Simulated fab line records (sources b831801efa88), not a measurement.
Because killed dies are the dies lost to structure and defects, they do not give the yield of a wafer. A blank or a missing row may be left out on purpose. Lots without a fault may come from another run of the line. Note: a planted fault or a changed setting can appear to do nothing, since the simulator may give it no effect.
fab line records	flow sky130
record: lots: 11	wafers: 33	last_day: 50
route steps=708 shown FIELD_ISO@18 NWELL@81 VT_ADJUST_LVTN@117 VT_ADJUST_HVTR@139 PAD_OPEN@708
lots with no fault: from the same line, run without faults
start_h: hours from the record's opening day to when the first of the lot's shown wafers began	wait_h: hours since the lot's step before	" as in the row above	L1.1+2: several wafers, shown together as one row	- either no value or no given start	* or withheld: withheld	< > ~ a bound
route shown NAME@n: names a module that has steps shown in the file, with the first one's number in the route	usual: mean/standard deviation taken from wafers without a fault	same: alike in all rows	chamber/n: place in a boat	sites: readings site by site	_std_site: their standard deviation	_edge_site: outer sites' mean less inner sites'	radius_mm: for every site, how far away it sits from the centre of the wafer	mask NAME#n: copy n	behind: the most recent tool/chamber to have shaped the wafer	hold: why the lot went on hold/how many hours it stayed there/how the hold came to an end	device: the transistor (n, p or np) that didn't switch	end of line: the route-end tests of the same wafers	a step given without rows: its recipe and nothing more	killed: the dies lost at the first sort to structure and to defects; this is not the yield of the wafer	map: shows each die of a wafer: x if killed, . if not, _ if none is there
set.NAME: the run value of the setting; set.NAME@STEP: its run value at that earlier step	model.NAME: the simulator's own value behind a step, which no gauge read
one table for each step of the route and one row for each wafer, over a sample of lots
services: when a tool's chamber went out of use (start_h, in hours from the record's first day, below 0 if earlier), for how many hours, and the reason
== steps ==
step: SKY_FIELD_ISO_ETCH_17
recipe: target_depth_a: 3420	mask_material: Si3N4	chemistry: HBr/Cl2/O2	target: Si	taper_deg: 5	icp_w: 600	bias_w: 150	pressure_mtorr: 15	HBr_flow_sccm: 150	Cl2_flow_sccm: 40	O2_flow_sccm: 6	time_s: 97.7
usual: O2_flow_sccm: 5.998/0.017	chamber_pressure_mTorr: 15.002/0.014	drypump_motor_current_A: 5.7/0.55	oes_product_au: 0.995/0.0089	run_length_s: 125.9/0.38	throttle_valve_pct: 25.659/0.01
lot.wafer	tool	chamber	start_h	wait_h	O2_flow_sccm	chamber_pressure_mTorr	drypump_motor_current_A	oes_product_au	rf_hours_counter_h	run_length_s	throttle_valve_pct
L479.1	rie_si-01	1	31.60	0.1	5.991	14.992	5.3	0.980	108	126.0	25.673
L479.3	"	2	"	"	6.013	15.025	6.2	0.997	137	125.6	25.674
L479.5	"	2	"	"	5.991	15.014	6.1	0.993	-	126.1	25.667
L480.1	rie_si-01	3	35.50	0.1	5.998	15.012	6.4	0.982	9	126.2	25.679
L480.3	"	2	"	"	6.002	15.001	6.1	0.994	137	125.5	25.652
L480.4	"	3	"	"	6.008	15.012	6.4	0.988	-	126.4	25.661
L481.2	rie_si-01	3	40.30	0.1	5.994	15.006	6.4	0.998	9	126.3	25.657
L481.3	"	2	"	"	6.028	15.001	6.1	0.992	137	125.6	25.656
L481.4	"	1	"	"	5.981	14.982	5.2	0.996	108	125.9	25.669
L487.3	rie_si-01	2	70.74	0.0	5.984	14.990	6.2	0.998	137	125.6	25.658
L487.4	"	3	"	"	5.998	14.997	6.4	0.996	9	126.1	25.661
L487.5	"	2	"	"	5.978	14.995	6.2	0.997	-	125.6	25.662
L491.1	rie_si-01	1	90.25	0.1	6.021	14.991	5.2	0.997	109	126.0	25.659
L491.5	"	3	"	"	6.001	15.012	6.4	0.988	-	117.6	25.664
L491.6	"	0	"	"	5.986	15.005	6.0	1.010	-	125.4	25.658
L492.2	rie_si-02	0	96.01	0.1	5.984	14.982	5.0	0.990	48	125.7	25.651
L492.3	"	2	"	"	6.018	15.016	5.2	1.010	53	126.8	25.638
L492.5	"	3	"	"	5.984	14.984	6.4	1.009	-	125.7	25.645
L493.2	rie_si-02	2	101.59	0.1	5.980	15.013	5.3	1.006	53	125.8	25.634
L493.5	"	2	"	"	5.973	15.013	5.2	1.006	-	125.9	25.660
L493.6	"	1	"	"	5.973	15.011	5.0	0.988	-	126.4	25.679
L494.1	rie_si-02	1	106.05	0.1	6.021	15.019	4.9	0.989	117	126.5	25.665
L494.4	"	0	"	"	5.986	15.015	5.0	0.984	48	125.6	25.654
L494.6	"	0	"	"	5.978	15.004	5.0	0.989	-	125.6	25.648
L499.2	rie_si-02	0	134.44	0.1	5.994	15.018	5.0	0.988	49	126.2	25.645
L499.3	"	3	"	"	5.988	14.998	6.3	1.004	0	125.6	25.670
L499.5	"	3	"	"	5.979	15.012	6.3	0.996	-	125.9	25.648
L501.2	rie_si-02	3	144.85	0.1	6.004	14.990	6.3	0.996	0	125.7	25.662
L501.3	"	2	"	"	5.995	14.985	5.2	0.998	53	126.1	25.655
L501.4	"	1	"	"	6.025	14.969	4.9	0.981	117	126.0	25.675
L502.4	rie_si-01	0	152.94	0.1	6.009	15.020	6.0	1.001	-	125.4	25.649
L502.5	"	1	"	"	5.990	15.018	5.2	0.974	-	126.0	25.675
L502.6	"	3	"	"	6.051	14.986	6.4	0.984	-	126.2	25.669
step: SKY_NWELL_RTA_28
recipe: temp_c: 1050	time_s: 30	idle_temp_c: 650	ramp_up_c_per_s: 150	ramp_down_c_per_s: 90	ambient: N2
usual: chamber_o2_ppm: 2.003/0.02	lamp_power_pct: 25.31/0.054	ramp_down_c_per_s: 90.001/0.016	ramp_up_c_per_s: 150.00/0.027	wafer_temp_C_max: 1054.9/0.99
lot.wafer	tool	chamber	start_h	wait_h	chamber_o2_ppm	lamp_power_pct	ramp_down_c_per_s	ramp_up_c_per_s	wafer_temp_C_max
L479.1	rtp_anneal-01	0	105.97	0.0	2.043	25.28	89.987	150.02	1053.5
L479.3	"	0	"	"	2.003	25.34	89.987	149.99	1054.4
L479.5	"	0	"	"	2.029	25.35	90.007	149.99	1056.7
L480.1	rtp_anneal-01	0	113.88	0.0	1.994	25.29	90.015	150.00	1054.8
L480.3	"	0	"	"	1.984	25.27	90.026	149.96	1054.4
L480.4	"	0	"	"	1.991	25.38	90.004	150.01	1055.7
L481.2	rtp_anneal-01	0	117.65	0.0	1.992	25.35	90.032	149.99	1055.9
L481.3	"	0	"	"	2.004	25.27	90.003	150.05	1053.6
L481.4	"	0	"	"	1.989	25.30	90.004	150.00	1055.3
L487.3	rtp_anneal-02	0	152.66	0.0	2.010	25.20	90.010	149.99	1053.0
L487.4	"	0	"	"	1.974	25.20	90.003	149.98	1055.9
L487.5	"	0	"	"	2.001	25.30	89.991	150.02	1055.3
L491.1	rtp_anneal-02	0	175.48	0.0	1.989	25.33	89.991	149.99	1055.5
L491.5	"	0	"	"	2.014	25.26	90.005	149.97	1055.8
L491.6	"	0	"	"	2.031	25.29	89.986	150.01	1055.0
L492.2	rtp_anneal-01	0	182.45	0.0	2.010	25.37	90.007	149.97	1053.9
L492.3	"	0	"	"	2.072	25.39	90.021	150.02	1057.1
L492.5	"	0	"	"	2.007	25.34	89.997	150.04	1053.6
L493.2	rtp_anneal-02	0	186.70	0.0	1.998	25.23	90.022	149.95	1055.8
L493.5	"	0	"	"	1.999	25.18	89.983	149.97	1055.6
L493.6	"	0	"	"	2.006	25.22	89.999	150.02	1054.4
L494.1	rtp_anneal-02	0	189.98	0.0	1.991	25.26	90.004	149.98	1053.9
L494.4	"	0	"	"	1.980	25.33	90.002	149.98	1053.6
L494.6	"	0	"	"	1.988	25.37	90.036	149.99	1053.4
L499.2	rtp_anneal-01	0	237.63	0.0	1.964	25.21	90.000	150.02	1054.3
L499.3	"	0	"	"	1.993	25.31	89.986	150.00	1053.4
L499.5	"	0	"	"	1.984	25.30	90.005	150.05	1057.0
L501.2	rtp_anneal-02	0	243.35	0.0	1.976	25.32	89.976	150.00	1055.1
L501.3	"	0	"	"	1.982	25.32	89.987	149.99	1054.5
L501.4	"	0	"	"	1.992	25.37	89.988	150.02	1055.1
L502.4	rtp_anneal-01	0	249.61	0.1	2.031	25.40	90.030	150.02	1054.9
L502.5	"	0	"	"	2.027	25.36	90.002	149.96	1056.3
L502.6	"	0	"	"	2.029	25.34	90.013	149.99	1054.3
step: SKY_VT_ADJUST_LVTN_STRIP_20
recipe: chemistry: O2/N2	power_w: 1400	pressure_mtorr: 1500	platen_temp_c: withheld	o2_flow_sccm: 3000	n2_flow_sccm: 300	overash_fraction: 0.5
usual: chamber_pressure_mTorr: 1500.1/1.3	drypump_motor_current_A: 5.8/0.38	oes_product_au: 0.716/0.0045	strip_time_to_endpoint_s: 14.19/0.048
same: overash_fraction: 0.5
lot.wafer	tool	chamber	start_h	wait_h	chamber_pressure_mTorr	drypump_motor_current_A	oes_product_au	rf_hours_counter_h	strip_time_to_endpoint_s
L479.1	plasma_asher-04	0	161.77	0.1	1498.3	5.8	0.715	35	14.30
L479.3	"	0	"	"	1501.9	5.7	0.714	-	14.23
L479.5	"	1	"	"	1499.7	6.1	0.714	-	14.30
L480.1	plasma_asher-03	0	169.90	0.1	1499.3	5.3	0.722	53	14.17
L480.3	"	0	"	"	1501.3	5.3	0.716	-	14.20
L480.4	"	1	"	"	1499.4	5.7	0.720	-	14.16
L481.2	plasma_asher-04	0	174.20	0.1	1502.4	5.8	0.713	36	14.21
L481.3	"	0	"	"	1502.4	5.8	0.712	-	14.18
L481.4	"	1	"	"	1498.9	6.1	0.709	-	14.23
L487.3	plasma_asher-03	0	216.54	0.1	1502.2	5.3	0.716	-	14.30
L487.4	"	1	"	"	1499.4	5.7	0.716	-	14.29
L487.5	"	1	"	"	1500.6	5.7	0.718	-	14.30
L491.1	plasma_asher-01	0	240.60	0.1	1501.4	5.7	0.716	59	14.18
L491.5	"	1	"	"	1500.7	6.6	0.717	-	14.20
L491.6	"	0	"	"	1499.1	5.8	0.711	-	14.20
L492.2	plasma_asher-01	1	250.48	0.1	1501.6	6.6	0.717	60	14.19
L492.3	"	1	"	"	1501.1	6.6	0.719	-	14.17
L492.5	"	0	"	"	1499.1	5.7	0.713	-	14.14
L493.2	plasma_asher-04	1	253.82	0.1	1501.4	6.1	0.712	44	14.18
L493.5	"	0	"	"	1499.9	5.7	0.719	-	14.19
L493.6	"	1	"	"	1502.6	6.1	0.726	-	14.19
L494.1	plasma_asher-03	1	258.90	0.2	1501.2	5.7	0.719	62	14.23
L494.4	"	0	"	"	1499.9	5.3	0.708	-	14.12
L494.6	"	0	"	"	1499.7	5.3	0.717	-	14.22
L499.2	plasma_asher-01	1	311.33	0.1	1501.5	6.6	0.725	66	14.20
L499.3	"	1	"	"	1500.6	6.6	0.715	-	14.18
L499.5	"	0	"	"	1501.1	5.7	0.721	-	14.18
L501.2	plasma_asher-01	0	317.32	0.1	1500.7	5.8	0.710	67	14.18
L501.3	"	0	"	"	1500.3	5.7	0.717	-	14.14
L501.4	"	1	"	"	1498.6	6.5	0.713	-	14.14
L502.4	plasma_asher-04	0	327.06	0.1	1501.6	5.7	0.714	-	14.22
L502.5	"	1	"	"	1500.5	6.1	0.718	-	14.21
L502.6	"	0	"	"	1500.9	5.8	0.717	-	14.15
step: SKY_VT_ADJUST_HVTR_OVL_MEAS_08
usual: VT_ADJUST_HVTR_OVL: -0.7/1.2
lot.wafer	tool	chamber	start_h	wait_h	VT_ADJUST_HVTR_OVL[nm]
L479.1	overlay-02	-	203.80	0.1	-1.6
L479.3	"	-	"	"	-0.8
L479.5	"	-	"	"	-2.0
L480.1	overlay-01	-	212.76	0.1	-2.4
L480.3	"	-	"	"	-0.8
L480.4	"	-	"	"	-2.7
L481.2	overlay-01	-	216.71	0.1	0.3
L481.3	"	-	"	"	-0.3
L481.4	"	-	"	"	-0.8
L487.3	overlay-01	-	263.87	0.1	1.3
L487.4	"	-	"	"	0.9
L487.5	"	-	"	"	0.7
L491.1	overlay-01	-	288.89	0.1	1.7
L491.5	"	-	"	"	1.5
L491.6	"	-	"	"	-0.3
L492.2	overlay-02	-	300.41	0.1	-2.7
L492.3	"	-	"	"	-0.3
L492.5	"	-	"	"	-2.6
L493.2	overlay-01	-	303.01	0.1	-1.2
L493.5	"	-	"	"	-2.2
L493.6	"	-	"	"	-2.2
L494.1	overlay-02	-	309.49	0.1	-2.3
L494.4	"	-	"	"	-1.1
L494.6	"	-	"	"	-2.5
L499.2	overlay-02	-	365.84	0.1	-0.5
L499.3	"	-	"	"	-0.3
L499.5	"	-	"	"	0.1
L501.2	overlay-01	-	372.89	0.1	0.0
L501.3	"	-	"	"	-1.5
L501.4	"	-	"	"	-0.6
L502.4	overlay-01	-	382.87	0.1	-1.4
L502.5	"	-	"	"	0.2
L502.6	"	-	"	"	-1.6
step: SKY_PAD_OPEN_PROBE_99
usual: killed_at_M0_to_M3: 43/6.9	killed_at_M4_up: 3.1/1.9	killed_at_contacts: 24/5.4	killed_at_front_end: 14/4.3	killed_at_other: 0.3/0.53	killed_dies: 84/9.5	killed_open: 46/6.8	killed_short: 38/6
same: gross_dies: 492	killed_at_back_side: 0
lot.wafer	tool	chamber	start_h	wait_h	killed_at_M0_to_M3	killed_at_M4_up	killed_at_contacts	killed_at_front_end	killed_at_other	killed_dies	killed_open	killed_short
L479.1	prober-02	-	1075.96	0.1	49	4	20	14	0	87	50	37
L479.3	prober-02	-	1076.06	0.2	43	2	18	11	0	74	35	39
L479.5	prober-02	-	1076.16	0.2	32	0	24	11	0	67	47	20
L480.1	prober-01	-	1081.90	0.1	42	8	26	15	0	91	52	38
L480.3	prober-01	-	1082.00	0.2	60	9	27	15	0	111	64	47
L480.4	prober-01	-	1082.05	0.2	48	2	18	19	0	87	49	38
L481.2	prober-02	-	1086.22	0.1	51	4	28	13	2	98	57	41
L481.3	prober-02	-	1086.27	0.2	36	7	26	14	0	83	43	40
L481.4	prober-02	-	1086.32	0.2	32	6	31	9	0	78	42	36
L487.3	prober-02	-	1125.00	0.2	41	5	18	21	1	86	42	43
L487.4	prober-02	-	1125.05	0.2	40	3	20	11	0	74	43	28
L487.5	prober-02	-	1125.10	0.2	44	2	29	15	0	90	57	33
L491.1	prober-02	-	1143.76	0.1	46	3	22	9	0	80	38	41
L491.5	prober-02	-	1143.96	0.2	39	4	20	12	1	76	37	39
L491.6	prober-02	-	1144.01	0.2	50	4	18	15	1	88	49	39
L492.2	prober-01	-	1157.19	0.1	38	0	20	12	0	70	42	27
L492.3	prober-01	-	1157.24	0.2	43	2	27	24	0	96	56	40
L492.5	prober-01	-	1157.34	0.2	47	5	22	13	0	87	50	36
L493.2	prober-01	-	1171.77	0.1	42	5	22	11	0	80	49	31
L493.5	prober-01	-	1171.92	0.2	33	2	20	12	0	67	31	36
L493.6	prober-01	-	1171.97	0.2	59	2	29	11	0	101	56	45
L494.1	prober-02	-	1172.46	0.1	62	0	26	14	0	102	62	40
L494.4	prober-02	-	1172.61	0.2	45	4	26	10	0	85	57	28
L494.6	prober-02	-	1172.71	0.2	50	2	19	17	1	89	53	36
L499.2	prober-01	-	1197.96	0.1	60	4	22	15	1	102	55	47
L499.3	prober-01	-	1198.01	0.2	48	1	33	9	2	93	54	38
L499.5	prober-01	-	1198.11	0.2	50	3	21	14	2	90	44	44
L501.2	prober-02	-	1206.70	0.1	43	1	27	13	0	84	46	38
L501.3	prober-02	-	1206.75	0.2	41	4	24	16	0	85	39	46
L501.4	prober-02	-	1206.80	0.2	44	1	16	18	0	79	42	37
L502.4	prober-02	-	1211.40	0.2	40	3	17	12	1	73	40	30
L502.5	prober-02	-	1211.45	0.2	37	3	21	11	1	73	40	32
L502.6	prober-02	-	1211.50	0.2	45	1	14	7	0	67	39	28
killed by level:class
L479.1 VIA1:geometric_particle:open=11 LI_CONTACT:geometric_particle:open=8 VIA3:geometric_particle:open=7 METAL1:geometric_particle:short=6 VIA2:geometric_particle:open=6 CONTACT:geometric_particle:open=5 VIA1:geometric_particle:short=5 POLY_GATE:geometric_particle:open=4
L479.3 VIA1:geometric_particle:open=9 VIA2:geometric_particle:open=7 METAL2:geometric_particle:short=5 LOCAL_INTERCONNECT:geometric_particle:short=5 VIA1:geometric_particle:short=5 VIA3:geometric_particle:open=5 FIELD_ISO:geometric_particle:short=4 LI_CONTACT:geometric_particle:open=4
L479.5 VIA1:geometric_particle:open=11 CONTACT:geometric_particle:open=9 LI_CONTACT:geometric_particle:open=7 FIELD_ISO:geometric_particle:open=5 VIA1:geometric_particle:short=4 CONTACT:geometric_particle:short=3 VIA3:geometric_particle:open=3 VIA2:geometric_particle:open=3
L480.1 LI_CONTACT:geometric_particle:open=10 VIA1:geometric_particle:open=10 METAL2:geometric_particle:short=9 VIA2:geometric_particle:open=8 CONTACT:geometric_particle:open=7 METAL4:geometric_particle:short=7 POLY_GATE:geometric_particle:open=4 LOCAL_INTERCONNECT:geometric_particle:short=4
L480.3 VIA1:geometric_particle:open=13 VIA2:geometric_particle:open=12 VIA1:geometric_particle:short=8 LI_CONTACT:geometric_particle:open=7 FIELD_ISO:geometric_particle:open=6 LOCAL_INTERCONNECT:geometric_particle:short=6 CONTACT:geometric_particle:open=6 METAL2:geometric_particle:short=6
L480.4 VIA2:geometric_particle:open=10 VIA1:geometric_particle:open=9 METAL1:geometric_particle:short=8 POLY_GATE:geometric_particle:short=7 LI_CONTACT:geometric_particle:open=6 VIA1:geometric_particle:short=6 VIA3:geometric_particle:open=6 CONTACT:geometric_particle:open=5
L481.2 VIA1:geometric_particle:open=14 LI_CONTACT:geometric_particle:open=11 VIA3:geometric_particle:open=11 FIELD_ISO:geometric_particle:short=6 VIA2:geometric_particle:open=6 CONTACT:geometric_particle:short=5 CONTACT:geometric_particle:open=5 VIA1:geometric_particle:short=5
L481.3 VIA1:geometric_particle:open=9 LOCAL_INTERCONNECT:geometric_particle:short=9 VIA3:geometric_particle:open=8 FIELD_ISO:geometric_particle:open=7 LI_CONTACT:geometric_particle:open=7 METAL4:geometric_particle:short=7 CONTACT:geometric_particle:open=5 LI_CONTACT:geometric_particle:short=4
L481.4 CONTACT:geometric_particle:open=11 LOCAL_INTERCONNECT:geometric_particle:short=8 VIA3:geometric_particle:open=7 METAL3:geometric_particle:short=6 LI_CONTACT:geometric_particle:open=5 VIA1:geometric_particle:open=5 METAL1:geometric_particle:short=4 FIELD_ISO:geometric_particle:open=3
L487.3 VIA3:geometric_particle:open=10 CONTACT:geometric_particle:open=9 VIA1:geometric_particle:open=7 METAL2:geometric_particle:short=5 POLY_GATE:geometric_particle:short=4 METAL4:geometric_particle:short=4 LI_CONTACT:geometric_particle:open=4 CONTACT:geometric_particle:short=4
L487.4 VIA1:geometric_particle:open=12 CONTACT:geometric_particle:open=8 VIA3:geometric_particle:open=8 LI_CONTACT:geometric_particle:open=4 LOCAL_INTERCONNECT:geometric_particle:short=4 METAL1:geometric_particle:short=4 VIA1:geometric_particle:short=4 VIA2:geometric_particle:open=4
L487.5 CONTACT:geometric_particle:open=13 VIA3:geometric_particle:open=10 VIA1:geometric_particle:open=8 FIELD_ISO:geometric_particle:open=7 LI_CONTACT:geometric_particle:open=7 METAL2:geometric_particle:short=5 VIA2:geometric_particle:open=5 METAL3:geometric_particle:short=4
L491.1 VIA1:geometric_particle:open=9 LI_CONTACT:geometric_particle:open=7 VIA2:geometric_particle:open=6 METAL1:geometric_particle:short=6 CONTACT:geometric_particle:open=5 VIA1:geometric_particle:short=5 VIA2:geometric_particle:short=5 VIA3:geometric_particle:open=5
L491.5 VIA1:geometric_particle:open=11 METAL2:geometric_particle:short=8 VIA3:geometric_particle:open=7 CONTACT:geometric_particle:short=6 METAL1:geometric_particle:short=6 CONTACT:geometric_particle:open=5 POLY_GATE:geometric_particle:open=4 LI_CONTACT:geometric_particle:short=4
L491.6 VIA2:geometric_particle:open=9 CONTACT:geometric_particle:open=9 VIA1:geometric_particle:open=9 VIA1:geometric_particle:short=6 VIA3:geometric_particle:short=5 VIA3:geometric_particle:open=4 POLY_GATE:geometric_particle:open=4 POLY_GATE:geometric_particle:short=4
L492.2 VIA1:geometric_particle:open=9 VIA3:geometric_particle:open=8 CONTACT:geometric_particle:open=7 LI_CONTACT:geometric_particle:open=6 METAL2:geometric_particle:short=4 POLY_GATE:geometric_particle:short=4 METAL1:geometric_particle:short=4 METAL2:geometric_particle:open=4
L492.3 VIA1:geometric_particle:open=10 CONTACT:geometric_particle:open=9 VIA3:geometric_particle:open=8 FIELD_ISO:geometric_particle:open=7 FIELD_ISO:geometric_particle:short=7 VIA2:geometric_particle:open=7 LOCAL_INTERCONNECT:geometric_particle:short=7 LI_CONTACT:geometric_particle:open=6
L492.5 VIA3:geometric_particle:open=10 LI_CONTACT:geometric_particle:open=9 VIA1:geometric_particle:open=7 FIELD_ISO:geometric_particle:open=6 CONTACT:geometric_particle:open=6 VIA1:geometric_particle:short=6 VIA2:geometric_particle:open=6 METAL1:geometric_particle:short=5
L493.2 VIA1:geometric_particle:open=11 CONTACT:geometric_particle:open=9 LI_CONTACT:geometric_particle:open=8 VIA3:geometric_particle:open=8 VIA3:geometric_particle:short=5 POLY_GATE:geometric_particle:short=4 VIA2:geometric_particle:open=4 METAL4:geometric_particle:short=4
L493.5 METAL2:geometric_particle:short=8 CONTACT:geometric_particle:open=8 VIA1:geometric_particle:open=7 METAL1:geometric_particle:short=6 FIELD_ISO:geometric_particle:short=5 LI_CONTACT:geometric_particle:open=4 LOCAL_INTERCONNECT:geometric_particle:short=4 VIA2:geometric_particle:open=4
L493.6 VIA1:geometric_particle:open=17 CONTACT:geometric_particle:open=11 METAL1:geometric_particle:short=9 VIA2:geometric_particle:open=7 VIA3:geometric_particle:open=7 LI_CONTACT:geometric_particle:open=6 METAL2:geometric_particle:short=6 CONTACT:geometric_particle:short=5
L494.1 VIA1:geometric_particle:open=15 CONTACT:geometric_particle:open=12 VIA3:geometric_particle:open=9 METAL1:geometric_particle:short=8 LI_CONTACT:geometric_particle:open=6 FIELD_ISO:geometric_particle:short=5 METAL2:geometric_particle:short=5 VIA2:geometric_particle:open=5
L494.4 VIA1:geometric_particle:open=15 VIA2:geometric_particle:open=9 CONTACT:geometric_particle:open=8 LI_CONTACT:geometric_particle:open=7 VIA3:geometric_particle:open=6 CONTACT:geometric_particle:short=5 FIELD_ISO:geometric_particle:short=4 LOCAL_INTERCONNECT:geometric_particle:short=4
L494.6 VIA1:geometric_particle:open=20 VIA2:geometric_particle:open=9 FIELD_ISO:geometric_particle:open=5 LI_CONTACT:geometric_particle:open=5 CONTACT:geometric_particle:open=5 VIA1:geometric_particle:short=5 POLY_GATE:geometric_particle:short=4 METAL2:geometric_particle:short=4
L499.2 VIA1:geometric_particle:open=18 VIA1:geometric_particle:short=8 CONTACT:geometric_particle:open=8 VIA2:geometric_particle:open=7 METAL2:geometric_particle:short=7 VIA2:geometric_particle:short=6 FIELD_ISO:geometric_particle:open=5 LI_CONTACT:geometric_particle:open=5
L499.3 CONTACT:geometric_particle:open=14 VIA2:geometric_particle:open=10 LI_CONTACT:geometric_particle:open=9 VIA1:geometric_particle:open=7 METAL1:geometric_particle:short=6 VIA3:geometric_particle:open=6 METAL2:geometric_particle:short=5 LI_CONTACT:geometric_particle:short=4
L499.5 VIA1:geometric_particle:open=11 VIA3:geometric_particle:open=9 LI_CONTACT:geometric_particle:open=7 VIA2:geometric_particle:open=7 CONTACT:geometric_particle:open=6 METAL2:geometric_particle:short=5 LOCAL_INTERCONNECT:geometric_particle:short=5 VIA2:geometric_particle:short=5
L501.2 CONTACT:geometric_particle:open=14 VIA1:geometric_particle:open=10 POLY_GATE:geometric_particle:short=6 VIA2:geometric_particle:open=5 LI_CONTACT:geometric_particle:open=5 METAL1:geometric_particle:short=5 METAL2:geometric_particle:short=5 VIA3:geometric_particle:open=5
L501.3 LI_CONTACT:geometric_particle:open=10 CONTACT:geometric_particle:open=9 METAL1:geometric_particle:short=8 METAL2:geometric_particle:short=8 VIA1:geometric_particle:open=7 VIA3:geometric_particle:open=7 POLY_GATE:geometric_particle:short=6 FIELD_ISO:geometric_particle:short=5
L501.4 VIA1:geometric_particle:open=12 CONTACT:geometric_particle:open=7 POLY_GATE:geometric_particle:short=5 METAL2:geometric_particle:short=5 VIA2:geometric_particle:open=5 POLY_GATE:geometric_particle:open=4 METAL1:geometric_particle:short=4 FIELD_ISO:geometric_particle:short=3
L502.4 LI_CONTACT:geometric_particle:open=7 VIA1:geometric_particle:open=7 VIA2:geometric_particle:open=7 VIA3:geometric_particle:open=6 LOCAL_INTERCONNECT:geometric_particle:short=5 VIA1:geometric_particle:short=5 FIELD_ISO:geometric_particle:open=4 METAL1:geometric_particle:short=4
L502.5 VIA1:geometric_particle:open=9 VIA2:geometric_particle:open=6 CONTACT:geometric_particle:short=6 CONTACT:geometric_particle:open=6 VIA3:geometric_particle:open=6 LI_CONTACT:geometric_particle:open=5 VIA3:geometric_particle:short=4 FIELD_ISO:geometric_particle:short=3
L502.6 VIA1:geometric_particle:open=14 VIA3:geometric_particle:open=6 VIA2:geometric_particle:open=5 METAL1:geometric_particle:short=4 METAL2:geometric_particle:short=4 VIA3:geometric_particle:short=4 LI_CONTACT:geometric_particle:open=3 LOCAL_INTERCONNECT:geometric_particle:short=3
== services ==
tool	chamber	start_h	hours	kind
rie_si-01	2	13.59	6.4	repair
rie_si-01	0	22.60	-	clean
rie_si-01	0	22.60	14.2	scheduled_down
rie_si-01	0	22.60	14.2	vent_cycle
plasma_asher-03	-	64.41	0.9	repair
rie_si-02	3	75.86	-	clean
rie_si-02	3	75.86	13.6	scheduled_down
rie_si-02	3	75.86	13.6	vent_cycle
plasma_asher-01	-	80.70	6.3	repair
plasma_asher-04	-	123.31	2.0	repair
plasma_asher-04	-	129.92	0.5	repair
rie_si-01	2	135.75	-	clean
rie_si-01	2	135.75	22.0	scheduled_down
rie_si-01	2	135.75	22.0	vent_cycle
rie_si-02	2	180.89	137.6	repair
plasma_asher-01	-	221.07	2.8	pm
rie_si-02	0	229.67	3.7	repair
rie_si-01	1	258.44	-	clean
rie_si-01	1	258.44	13.6	scheduled_down
rie_si-01	1	258.44	13.6	vent_cycle
rie_si-01	3	280.96	22.4	repair
rie_si-01	0	285.12	4.5	repair
rie_si-02	0	299.14	3.2	repair
rie_si-02	1	318.49	-	clean
== key ==
first_sign: step: SKY_FIELD_ISO_ETCH_17	reading: run_length_s	direction: down	sigmas: 22	usual: *	struck: *
effect none on later readings
met_at SKY_FIELD_ISO_ETCH_17
struck_lots L491
struck_wafers L491.5
tester_left_out L491
not_acting_at SKY_NWELL_RTA_28,SKY_VT_ADJUST_LVTN_STRIP_20,SKY_VT_ADJUST_HVTR_OVL_MEAS_08
onset_between 70.74 90.25
fault: kind: process_parameter_drift	tool: rie_si-01	chamber: 3	onset_h: 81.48	steps: SKY_FIELD_ISO_ETCH_17	channel: time_s	offset: *	shape: step	end_h: 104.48	acts_in: *	stated: *
tester_left_out: of these lots the tester's yield and bins aren't shown, on N5 and GAA mostly nor the transistor test; their killed dies are dies lost to structure and defects alone, not to doping, threshold or leakage, so they don't give the yield
